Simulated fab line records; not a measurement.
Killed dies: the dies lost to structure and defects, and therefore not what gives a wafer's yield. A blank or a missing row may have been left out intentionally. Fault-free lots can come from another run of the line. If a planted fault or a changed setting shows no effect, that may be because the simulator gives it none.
2 desks looking at one fault    flow gf180mcu    what lay behind the numbers comes last; until then each desk has only its own

== TOOL OWNER'S DESK, implanter-03 ==
The tool's own readings at GF_MVSD_IMPLANT_09: means of the sampled wafers that have a number, for each lot that ran on this tool. A lot is out of limits, marked OUT, if its mean lies more than 4 standard deviations from the usual mean; the brackets give that distance.
Columns: A = dose-ions-cm2 at GF_MVSD_IMPLANT_09, usual 5.001e+12; B = faraday-current-uA at GF_MVSD_IMPLANT_09, usual 28.1
lot   first seen here  A                            B
L191  day 4 21:15      4.998e+12                    28.2
L194  day 5 14:43      2.917e+12 (-99 or more) OUT  16.3 (-21) OUT
L195  day 6 00:27      2.912e+12 (-99 or more) OUT  16.4 (-21) OUT
L205  day 8 07:10      5.002e+12                    28.3
L207  day 8 18:31      5.001e+12                    28.7
This desk's verdict: out of limits on L194, L195, starting with L194 at day 5 14:43 (dose-ions-cm2 at GF_MVSD_IMPLANT_09). In limits: L191, L205, L207.

== METROLOGY DESK ==
What the gauges read for every lot (on any tool): the sampled wafers with a number, averaged. A lot is out of limits, marked OUT, if its mean lies more than 4 standard deviations from the usual mean; the brackets give that distance.
Columns: A = MVSD_RS at GF_VT_IMPLANT_RS_MEAS_46, usual 456.8 ohm/sq; B = NWELL_RS at GF_VT_IMPLANT_RS_MEAS_47, usual 487.9 ohm/sq
lot   first seen here  A                B
L190  day 7 20:05      456.5            487.1
L191  day 8 01:40      456.9            489.0
L194  day 8 22:22      492.6 (+36) OUT  489.2
L195  day 9 09:27      492.1 (+35) OUT  486.4
L197  day 9 18:45      455.8            486.4
L202  day 11 06:04     456.1            486.5
L205  day 12 00:47     456.2            488.1
L207  day 12 14:06     457.2            486.2
L208  day 13 00:26     456.3            487.4
L210  day 13 12:02     457.0            487.8
L211  day 13 20:09     457.0            489.1
This desk's finding: out of limits on L194, L195; first on L194, day 8 22:22 (MVSD_RS at GF_VT_IMPLANT_RS_MEAS_46). In limits: L190, L191, L197, L202, L205, L207, L208, L210, L211.

== BROUGHT TOGETHER ==
The tool owner's desk could have raised an alarm at day 5 14:43, on L194, L195.
The metrology desk could have raised an alarm at day 8 22:22, on L194, L195.
Every lot named ran GF_MVSD_IMPLANT_09 on implanter-03.

== WHAT THE SIMULATOR PUT IN ==
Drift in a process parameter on implanter-03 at GF_MVSD_IMPLANT_09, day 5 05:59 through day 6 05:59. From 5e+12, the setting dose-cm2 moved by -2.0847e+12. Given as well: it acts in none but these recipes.
Struck lots among those shown: L194, L195.
Hours from the fault's start to each desk's first reading out of limits: the tool owner's desk, 9; the metrology desk, 88.
